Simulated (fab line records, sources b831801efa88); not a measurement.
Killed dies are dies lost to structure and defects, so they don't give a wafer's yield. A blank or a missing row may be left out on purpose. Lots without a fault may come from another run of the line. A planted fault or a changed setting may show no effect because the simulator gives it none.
Which tool did it? | flow gf180mcu | 12 lots, 36 wafers sampled, at 5 steps of a route of 602

WHAT THE GAUGES READ, wafer by wafer
GF_POLY_GATE_CD_MEAS_10: target cd 280 nm.
lot  | measured     | on        | cd_nm (nm)
L805 | day 9 00:59  | cd_sem-02 | 280.7 280.3 280.9
L806 | day 9 07:25  | cd_sem-02 | 281.5 280.6 280.2
L809 | day 10 13:24 | cd_sem-01 | 280.5 279.2 278.7
L811 | day 11 01:41 | cd_sem-01 | 278.1 280.8 279.5
L812 | day 11 12:16 | cd_sem-02 | 280.7 281.1 280.7
L813 | day 11 12:51 | cd_sem-01 | 278.6 279.2 280.1
L822 | day 14 06:02 | cd_sem-02 | 277.2 278.2 277.9
L823 | day 14 14:02 | cd_sem-01 | 281.0 279.9 280.5
L824 | day 14 20:40 | cd_sem-02 | 280.1 280.8 278.7
L826 | day 15 12:41 | cd_sem-02 | 280.0 280.3 280.6
L827 | day 15 18:32 | cd_sem-02 | 279.5 279.7 279.5
L828 | day 15 22:44 | cd_sem-02 | 281.6 280.8 281.0

GF_HV_LDD_THK_MEAS_55.
lot  | measured     | on            | HV_LDD_CVD_54_THK (nm)
L805 | day 12 05:35 | film_metro-02 | 10.11 10.11 9.98
L806 | day 12 13:43 | film_metro-03 | 10.14 9.99 9.98
L809 | day 13 20:30 | film_metro-03 | 9.92 9.79 9.88
L811 | day 14 14:14 | film_metro-03 | 10.12 10.08 10.04
L812 | day 15 01:58 | film_metro-02 | 19.72 19.79 19.78
L813 | day 15 02:59 | film_metro-01 | 20.02 19.94 19.90
L822 | day 18 03:01 | film_metro-03 | 10.10 10.03 10.02
L823 | day 18 15:19 | film_metro-03 | 9.76 9.81 9.92
L824 | day 18 19:14 | film_metro-01 | 9.86 9.85 9.79
L826 | day 19 15:48 | film_metro-03 | 9.99 9.93 9.99
L827 | day 19 20:15 | film_metro-02 | 9.76 9.78 9.74
L828 | day 19 23:51 | film_metro-02 | 10.12 10.06 10.03

WHICH TOOL RAN EACH LOT (tool, then ch and the chambers of the sampled wafers, then the start)
lot  | GF_DUAL_GATE_STRIP_13                | GF_POLY_GATE_ETCH_13             | GF_HV_LDD_CVD_54
L805 | plasma_asher-03 ch 1, day 8 05:43    | rie_si-02 ch 1,2, day 9 01:10    | lpcvd-01 ch 1, day 12 04:34
L806 | plasma_asher-02 ch 0,1, day 8 11:34  | rie_si-02 ch 0,2, day 9 07:37    | lpcvd-01 ch 0, day 12 12:42
L809 | plasma_asher-04 ch 0,1, day 9 17:05  | rie_si-01 ch 1,2,3, day 10 13:35 | lpcvd-01 ch 1, day 13 19:28
L811 | plasma_asher-02 ch 0,1, day 10 05:07 | rie_si-02 ch 0,1,3, day 11 01:52 | lpcvd-01 ch 0, day 14 13:12
L812 | plasma_asher-04 ch 0,1, day 10 14:41 | rie_si-01 ch 1,3, day 11 12:28   | lpcvd-02 ch 1, day 15 00:56
L813 | plasma_asher-02 ch 0,1, day 10 14:48 | rie_si-02 ch 0,2,3, day 11 13:02 | lpcvd-02 ch 0, day 15 01:58
L822 | plasma_asher-03 ch 0,1, day 13 06:19 | rie_si-01 ch 0,1,3, day 14 06:14 | lpcvd-01 ch 1, day 18 01:59
L823 | plasma_asher-03 ch 0,1, day 13 13:32 | rie_si-02 ch 0,2,3, day 14 14:14 | lpcvd-02 ch 1, day 18 14:17
L824 | plasma_asher-04 ch 0, day 13 21:09   | rie_si-02 ch 2,3, day 14 20:52   | lpcvd-01 ch 0, day 18 18:13
L826 | plasma_asher-04 ch 0,1, day 14 09:46 | rie_si-01 ch 0,2, day 15 12:54   | lpcvd-02 ch 0, day 19 14:47
L827 | plasma_asher-02 ch 0, day 14 15:42   | rie_si-01 ch 1,3, day 15 18:45   | lpcvd-01 ch 1, day 19 19:14
L828 | plasma_asher-04 ch 0,1, day 14 22:11 | rie_si-01 ch 1,2,3, day 15 22:55 | lpcvd-01 ch 1, day 19 22:49
- GF_DUAL_GATE_STRIP_13: strips in O2/N2.
- GF_POLY_GATE_ETCH_13: etches poly-Si in HBr/Cl2, stops on SiO2, target depth 198.5 nm, time 69.6 s.
- GF_HV_LDD_CVD_54: deposits SiO2 from TEOS, target thk 10 nm, time 75 s.

WHAT THE TOOLS THEMSELVES READ (means of the sampled wafers that have a number; where no wafer has one, the mark that the record gives instead)
GF_DUAL_GATE_STRIP_13.
lot  | tool            | drypump_motor_current_A (A) | heater_power_w (W) | oes_product_au (a.u.) | strip_time_to_endpoint_s (s)
L805 | plasma_asher-03 | 5.6                         | 367                | 0.717                 | 12.70
L806 | plasma_asher-02 | 6.1                         | 315                | 0.711                 | 12.59
L809 | plasma_asher-04 | 5.2                         | 302                | 0.719                 | 12.68
L811 | plasma_asher-02 | 6.0                         | 318                | 0.721                 | 12.67
L812 | plasma_asher-04 | 5.2                         | 310                | 0.716                 | 12.62
L813 | plasma_asher-02 | 6.0                         | 318                | 0.715                 | 12.60
L822 | plasma_asher-03 | 5.7                         | 352                | 0.715                 | 12.66
L823 | plasma_asher-03 | 5.9                         | 334                | 0.716                 | 12.67
L824 | plasma_asher-04 | 5.2                         | 312                | 0.716                 | 12.65
L826 | plasma_asher-04 | 5.2                         | 306                | 0.715                 | 12.60
L827 | plasma_asher-02 | 5.8                         | 309                | 0.716                 | 12.62
L828 | plasma_asher-04 | 5.2                         | 306                | 0.714                 | 12.62

GF_POLY_GATE_ETCH_13.
lot  | tool      | drypump_motor_current_A (A) | oes_product_au (a.u.) | throttle_valve_pct (%)
L805 | rie_si-02 | 5.6                         | 0.980                 | 33.681
L806 | rie_si-02 | 5.8                         | 0.991                 | 33.688
L809 | rie_si-01 | 5.5                         | 0.990                 | 33.671
L811 | rie_si-02 | 5.5                         | 0.994                 | 33.679
L812 | rie_si-01 | 5.2                         | 1.002                 | 33.689
L813 | rie_si-02 | 5.6                         | 0.986                 | 33.692
L822 | rie_si-01 | 5.6                         | 0.993                 | 33.695
L823 | rie_si-02 | 5.6                         | 0.991                 | 33.691
L824 | rie_si-02 | 5.6                         | 0.993                 | 33.687
L826 | rie_si-01 | 6.2                         | 0.989                 | 33.689
L827 | rie_si-01 | 5.1                         | 0.997                 | 33.686
L828 | rie_si-01 | 5.5                         | 0.985                 | 33.677

GF_HV_LDD_CVD_54.
lot  | tool     | spike_tc_bottom_C (C) | spike_tc_centre_C (C) | spike_tc_lower_C (C) | spike_tc_top_C (C) | spike_tc_upper_C (C) | susceptor_temp_C (C) | zone_power_centre_pct (%) | zone_power_top_pct (%)
L805 | lpcvd-01 | 703.2                 | 679.8                 | 681.8                | 699.2              | 678.6                | 680.10               | 9.55                      | 21.5
L806 | lpcvd-01 | 700.3                 | 680.8                 | 679.6                | 694.9              | 681.6                | 679.76               | 9.97                      | 24.5
L809 | lpcvd-01 | 703.6                 | 680.2                 | 681.0                | 698.8              | 678.6                | 680.19               | 9.51                      | 21.3
L811 | lpcvd-01 | 700.9                 | 680.9                 | 679.6                | 695.0              | 680.7                | 679.70               | 10.03                     | 25.1
L812 | lpcvd-02 | 728.1                 | 709.1                 | 709.6                | 721.4              | 709.6                | 708.69               | 10.68                     | 19.2
L813 | lpcvd-02 | 726.4                 | 709.1                 | 708.7                | 725.5              | 710.3                | 708.93               | 10.76                     | 24.0
L822 | lpcvd-01 | 702.6                 | 679.9                 | 681.5                | 698.5              | 678.1                | 679.64               | 9.53                      | 21.7
L823 | lpcvd-02 | 700.1                 | 679.3                 | 680.5                | 693.7              | 680.2                | 680.20               | 10.10                     | 18.2
L824 | lpcvd-01 | 700.7                 | 682.0                 | 679.8                | 695.8              | 680.8                | 680.08               | 10.15                     | 24.4
L826 | lpcvd-02 | 697.8                 | 681.3                 | 680.6                | 698.7              | 680.2                | 680.32               | 10.08                     | 22.5
L827 | lpcvd-01 | 701.5                 | 681.0                 | 681.2                | 699.2              | 678.1                | 679.66               | 9.59                      | 21.7
L828 | lpcvd-01 | 703.1                 | 679.4                 | 681.1                | 699.3              | 678.4                | 679.49               | 9.46                      | 21.6

THE ANSWER, worked out from the rows above alone
Rule: what is usual is taken from the lots themselves. Put in order of their means at a reading, lots are off if they are a third of the lots or fewer, leave a main group of 4 or more, and stand apart from it by a gap of 3 or more times the standard deviation of the main group's means; of several such gaps the widest counts. A main group whose means are all the same, to the digits that the tables above print for the reading, isn't used. A lot without any number at a reading at which 4 lots or more have one is off too. The other lots that the step has rows for count as sound. The gauges are gone through in route order, then the tools' own readings, and for those a lot's mean is taken as printed above. The first step at which some lot is off is used, and at that step the reading that is off furthest; a lot without a number counts as furthest.
Off: L812, L813, at GF_HV_LDD_THK_MEAS_55 (HV_LDD_CVD_54_THK). The main group: mean 9.96 nm, standard deviation 0.12.
A tool fits if, at a process step before that reading, it ran every lot that is off, and no sound lot after the first of them. The gauges at GF_HV_LDD_THK_MEAS_55 aren't tried: what is off there is off at GF_HV_LDD_CVD_54 too, on other tools, and a gauge's error can't cause that. None of those tried fits.

WHAT THE SIMULATOR HAD PUT IN
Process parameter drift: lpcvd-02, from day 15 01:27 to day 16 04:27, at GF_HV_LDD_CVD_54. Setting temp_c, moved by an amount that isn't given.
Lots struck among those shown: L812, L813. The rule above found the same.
